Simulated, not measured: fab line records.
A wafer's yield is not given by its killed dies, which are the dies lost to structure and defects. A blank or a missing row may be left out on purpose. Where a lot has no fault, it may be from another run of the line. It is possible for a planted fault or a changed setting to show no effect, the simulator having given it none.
The tool behind it: which one? ; flow gf180mcu ; 12 lots with 36 wafers sampled at 5 steps, on a route of 602 steps

## WHAT THE GAUGES READ, wafer by wafer
GF_STI_THK_MEAS_24. Usual: for STI_CVD_23_THK the level is 651 nm and the standard deviation is 6.7.
lot;measured;on;STI_CVD_23_THK (nm);flag
L488;day 2 15:29;filmMetro-03;647 660 649;
L490;day 3 01:02;filmMetro-01;653 653 649;
L491;day 3 05:58;filmMetro-01;658 656 658;
L492;day 3 10:23;filmMetro-01;649 667 653;
L493;day 3 16:31;filmMetro-03;659 654 651;
L494;day 3 21:13;filmMetro-02;647 657 649;
L496;day 4 06:44;filmMetro-02;654 647 664;
L497;day 4 12:02;filmMetro-01;642 642 639;
L499;day 4 22:22;filmMetro-01;644 648 653;
L503;day 5 18:49;filmMetro-03;652 657 658;
L505;day 6 05:38;filmMetro-02;646 657 658;
L508;day 7 00:20;filmMetro-01;641 517 644 641 517 643;OFF

GF_M1_OVL_MEAS_15. Usual: for M1_OVL the level is 0 nm and the standard deviation is 4.7.
lot;measured;on;M1_OVL (nm);flag
L488;day 18 03:40;overlay-02;4 4 3;
L490;day 18 22:26;overlay-02;3 4 5;
L491;day 19 02:56;overlay-01;-2 -3 -5;
L492;day 19 14:50;overlay-02;-2 -3 -5;
L493;day 19 22:37;overlay-02;2 3 9;
L494;day 20 05:18;overlay-02;1 4 -1;
L496;day 20 23:54;overlay-02;0 1 -1;
L497;day 21 05:07;overlay-02;4 8 3;
L499;day 22 00:20;overlay-01;-3 -2 -7;
L503;day 23 11:10;overlay-01;-10 -9 0;
L505;day 24 02:22;overlay-01;4 -2 3;
L508;day 25 08:27;overlay-01;-2 2 -3;

## EACH LOT AND THE TOOL THAT RAN IT (in order: tool; ch and the chambers of the sampled wafers; start)
lot;GF_STI_CVD_23;GF_STI_CMP_25;GF_CONTACT_STRIP_18
L488;hdpcvd-02 ch 0,2, day 2 15:25;cmp-01 ch 0,1,2, day 2 15:36;plasmaAsher-03 ch 0,1, day 17 02:51
L490;hdpcvd-01 ch 0,1, day 3 00:57;cmp-01 ch 0,1, day 3 01:05;plasmaAsher-04 ch 0,1, day 17 20:41
L491;hdpcvd-02 ch 0,1,2, day 3 05:52;cmp-01 ch 1,2,3, day 3 06:01;plasmaAsher-03 ch 0,1, day 18 02:13
L492;hdpcvd-02 ch 1,2, day 3 10:17;cmp-01 ch 0,1, day 3 10:29;plasmaAsher-03 ch 0,1, day 18 13:53
L493;hdpcvd-01 ch 0,1,2, day 3 16:25;cmp-01 ch 0,2,3, day 3 16:40;plasmaAsher-04 ch 1, day 18 20:55
L494;hdpcvd-02 ch 1,2, day 3 21:09;cmp-01 ch 0,1,2, day 3 21:20;plasmaAsher-03 ch 0,1, day 19 03:30
L496;hdpcvd-02 ch 0,1,2, day 4 06:40;cmp-01 ch 0,2,3, day 4 06:50;plasmaAsher-01 ch 1, day 19 22:28
L497;hdpcvd-02 ch 1,2, day 4 11:57;cmp-02 ch 0,1,3, day 4 12:08;plasmaAsher-03 ch 0,1, day 20 03:22
L499;hdpcvd-02 ch 0,2, day 4 22:17;cmp-02 ch 0,2,3, day 4 22:28;plasmaAsher-01 ch 0,1, day 20 23:45
L503;hdpcvd-02 ch 0,1, day 5 18:44;cmp-02 ch 1,2,3, day 5 19:02;plasmaAsher-01 ch 0,1, day 22 10:59
L505;hdpcvd-02 ch 0,1,2, day 6 05:33;cmp-01 ch 0,1,2, day 6 06:00;plasmaAsher-03 ch 0,1, day 23 02:18
L508;hdpcvd-02 ch 0,2, day 7 00:16;cmp-01 ch 0,1, day 7 03:38;plasmaAsher-04 ch 0,1, day 24 09:36
- GF_STI_CVD_23: deposits SiO2, target thk 650 nm, time 108.3 s.
- GF_STI_CMP_25: polishes, stops on Si3N4, t overpolish 33 s, target thk 524.6 nm.
- GF_CONTACT_STRIP_18: strips in O2/N2.

## WHAT THE TOOLS THEMSELVES READ (means of the sampled wafers that have a number; where no wafer has one, the mark that the record gives instead)
GF_STI_CVD_23. Usual: sih4FlowSccm 59.97 sccm, standard deviation 0.15.
lot;tool;sih4FlowSccm (sccm);flag
L488;hdpcvd-02;59.86;
L490;hdpcvd-01;59.94;
L491;hdpcvd-02;59.84;
L492;hdpcvd-02;59.91;
L493;hdpcvd-01;60.20;
L494;hdpcvd-02;59.98;
L496;hdpcvd-02;59.96;
L497;hdpcvd-02;59.90;
L499;hdpcvd-02;59.99;
L503;hdpcvd-02;59.97;
L505;hdpcvd-02;59.97;
L508;hdpcvd-02;55.88;OFF

GF_STI_CMP_25. Usual: motorCurrentA 11.6 A, standard deviation 1.2; slurryFlowMlMin 150.0, standard deviation 0.5; timeToEndpointS 124 s, standard deviation 4.6.
lot;tool;motorCurrentA (A);slurryFlowMlMin;timeToEndpointS (s);flag
L488;cmp-01;11.2;149.5;127;
L490;cmp-01;11.5;150.1;122;
L491;cmp-01;11.0;149.8;126;
L492;cmp-01;11.4;149.9;131;
L493;cmp-01;10.8;150.4;125;
L494;cmp-01;10.8;150.2;124;
L496;cmp-01;10.5;150.1;128;
L497;cmp-02;12.2;149.8;124;
L499;cmp-02;12.5;149.8;118;
L503;cmp-02;12.6;149.8;126;
L505;cmp-01;11.1;150.0;129;
L508;cmp-01;11.0;149.8;113;

GF_CONTACT_STRIP_18. Usual: drypumpMotorCurrentA 5.8 A, standard deviation 0.38; heaterPowerW 326 W, standard deviation 25; n2FlowSccm 300.0 sccm, standard deviation 0.95; oesProductAu 0.580 a.u., standard deviation 0.005.
lot;tool;drypumpMotorCurrentA (A);heaterPowerW (W);n2FlowSccm (sccm);oesProductAu (a.u.);flag
L488;plasmaAsher-03;5.7;324;300.1;0.579;
L490;plasmaAsher-04;5.6;293;300.2;0.581;
L491;plasmaAsher-03;5.7;336;300.1;0.580;
L492;plasmaAsher-03;5.7;324;300.1;0.582;
L493;plasmaAsher-04;5.8;275;301.0;0.583;
L494;plasmaAsher-03;5.7;338;299.4;0.577;
L496;plasmaAsher-01;5.8;311;300.2;0.575;
L497;plasmaAsher-03;5.7;323;299.4;0.578;
L499;plasmaAsher-01;6.3;347;299.0;0.577;
L503;plasmaAsher-01;6.1;328;300.2;0.581;
L505;plasmaAsher-03;5.7;334;300.5;0.583;
L508;plasmaAsher-04;5.6;288;300.0;0.579;

## THE ANSWER, worked out from the rows above alone
Rule: take the mean of a lot's wafers that have a number; if it is more than 3 standard deviations from the usual mean, the lot is off. Also off: a lot with no number at a reading for which 4 or more lots have one. Any other lot the step has rows for is counted as sound. After the gauges, taken in route order, come the tools' own readings; for these a lot's mean is taken, as printed above. At the first step where some lot is off, the reading lying furthest off is the one used; lots without a number count as furthest.
Off: at GF_STI_THK_MEAS_24 (STI_CVD_23_THK), L508.
A tool fits if, at a process step before that reading, it ran every lot that is off, and no sound lot after the first of them. Not tried: the gauges at GF_STI_THK_MEAS_24; whatever is off there is also off at GF_STI_CVD_23, on other tools, and gauge error can't account for it. One fits: hdpcvd-02 at GF_STI_CVD_23. Its last sound lot is L505 (day 6 05:33), its first lot that is off L508 (day 7 00:16): a fault that began between those two fits.
On the lots that are off, the tool's own readings at GF_STI_CVD_23 differ by more than 5 times the standard deviation of the sound lots' means, which bears it out; sih4FlowSccm reads 55.88 sccm there versus 59.96 sccm on the sound lots.

## WHAT THE SIMULATOR HAD PUT IN
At GF_STI_CVD_23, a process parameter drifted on hdpcvd-02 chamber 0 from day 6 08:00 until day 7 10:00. A move of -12 in setting sih4FlowSccm, from 60. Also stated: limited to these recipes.
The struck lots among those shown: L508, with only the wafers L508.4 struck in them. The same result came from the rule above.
